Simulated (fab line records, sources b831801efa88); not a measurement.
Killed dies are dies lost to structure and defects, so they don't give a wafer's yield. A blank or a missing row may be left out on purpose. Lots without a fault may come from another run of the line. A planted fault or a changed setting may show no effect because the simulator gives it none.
A struck lot beside a sound one | flow sky130 | 23 steps out of a route of 708
Sound: wafers L489.1, L489.3, L489.4. Struck: wafers L491.1, L491.2, L491.6. The cause comes at the end.
At each step with rows: each side's tool, then ch and its chambers, then its first start. Under that, the readings that differ: sound wafers | struck wafers | difference of the means | sigmas: that difference in standard deviations of wafers without a fault.
alike: readings whose means differ by less than 2 such deviations, and words and numbers that are the same on both sides. not compared: withheld readings, readings that some wafer has no value for, bounds like >300 that may hide the same value, and numbers for which the record gives no deviation and whose values overlap.
The two part at a step that has a row with sigmas, a row that says differs or no value, or rows on one side only. Numbers that don't overlap but have no deviation are shown without sigmas and don't part them. A reading that every wafer of one side lacks parts them only if that side has two wafers or more.

first, 8 steps without rows for these wafers: SKY_LDD_N_IMPLANT_08; SKY_LDD_N_IMPLANT_09; SKY_LDD_N_IMPLANT_10; SKY_LDD_N_IMPLANT_11; SKY_LDD_N_IMPLANT_12; SKY_LDD_N_IMPLANT_13; SKY_LDD_N_IMPLANT_14; SKY_LDD_N_IMPLANT_15.
SKY_LDD_N_STRIP_16: strips in O2/N2.
  sound on plasma_asher-01 ch 0,1, day 23 00:46; struck on plasma_asher-01 ch 0,1, day 23 05:35
  alike: drypump_motor_current_A, oes_product_au, strip_time_to_endpoint_s
  not compared: rf_hours_counter_h
SKY_LDD_N_TW_MEAS_17:
  sound on film_metro-04, day 23 00:52; struck on film_metro-02, day 23 05:41
  alike: LDD_N_TW
then, 2 steps without rows for these wafers: SKY_LDD_P_DEHYDRATE_00 (time 60 s); SKY_LDD_P_HMDS_01 (prime time 60 s).
SKY_LDD_P_COAT_02: resist thk 1140 nm.
  sound on litho_track-01 ch 0, day 23 15:13; struck on litho_track-03 ch 0, day 23 20:52
  reading                                    | sound                | struck               | difference | sigmas
  spin_speed_rpm (rpm)                       | 2999.2 2998.7 2998.1 | 2913.5 2910.1 2913.9 | -86.2      | -43
  model.NOVOLAK_of_LDD_P_COAT_02.thk_nm (nm) | 1142 1140 1142       | 1158 1152 1153       | +13        |
then, 3 steps without rows for these wafers: SKY_LDD_P_SOFTBAKE_03 (time 60 s); SKY_LDD_P_EXPOSE_04 (exposes mask PSDM, target cd 380 nm); SKY_LDD_P_PEB_05.
SKY_LDD_P_DEVELOP_06: develop time 60 s.
  sound on litho_track-03 ch 0, day 24 06:07; struck on litho_track-03 ch 0, day 24 11:37
  reading                                    | sound          | struck         | difference | sigmas
  model.NOVOLAK_of_LDD_P_COAT_02.thk_nm (nm) | 1141 1140 1142 | 1158 1152 1153 | +13        |
SKY_LDD_P_CD_MEAS_07: target cd 380 nm.
  sound on cd_sem-02, day 24 06:16; struck on cd_sem-02, day 24 11:46
  alike: cd_nm
SKY_LDD_P_OVL_MEAS_08:
  sound on overlay-02, day 24 06:23; struck on overlay-02, day 24 11:53
  alike: LDD_P_OVL
then, 1 step without rows for these wafers: SKY_LDD_P_IMPLANT_09.
SKY_LDD_P_STRIP_10: strips in O2/N2.
  sound on plasma_asher-01 ch 0,1, day 24 06:34; struck on plasma_asher-01 ch 0,1, day 24 12:04
  reading                      | sound             | struck            | difference | sigmas
  strip_time_to_endpoint_s (s) | 14.21 14.18 14.19 | 14.36 14.29 14.31 | +0.13      | +3
  alike: drypump_motor_current_A, oes_product_au
  not compared: rf_hours_counter_h
SKY_LDD_P_TW_MEAS_11:
  sound on film_metro-02, day 24 06:40; struck on film_metro-02, day 24 12:10
  alike: LDD_P_TW
then, 1 step without rows for these wafers: SKY_PAD_OPEN_PROBE_99.

WHERE THEY PART
First at SKY_LDD_P_COAT_02; last, within this record, at SKY_LDD_P_STRIP_10. Later steps at which nothing parts them and some readings are alike: SKY_LDD_P_TW_MEAS_11.

WHY: what the simulator had put in
Process parameter drift: litho_track-03, from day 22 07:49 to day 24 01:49, at SKY_LDD_P_COAT_02. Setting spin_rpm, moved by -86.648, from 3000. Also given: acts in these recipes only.
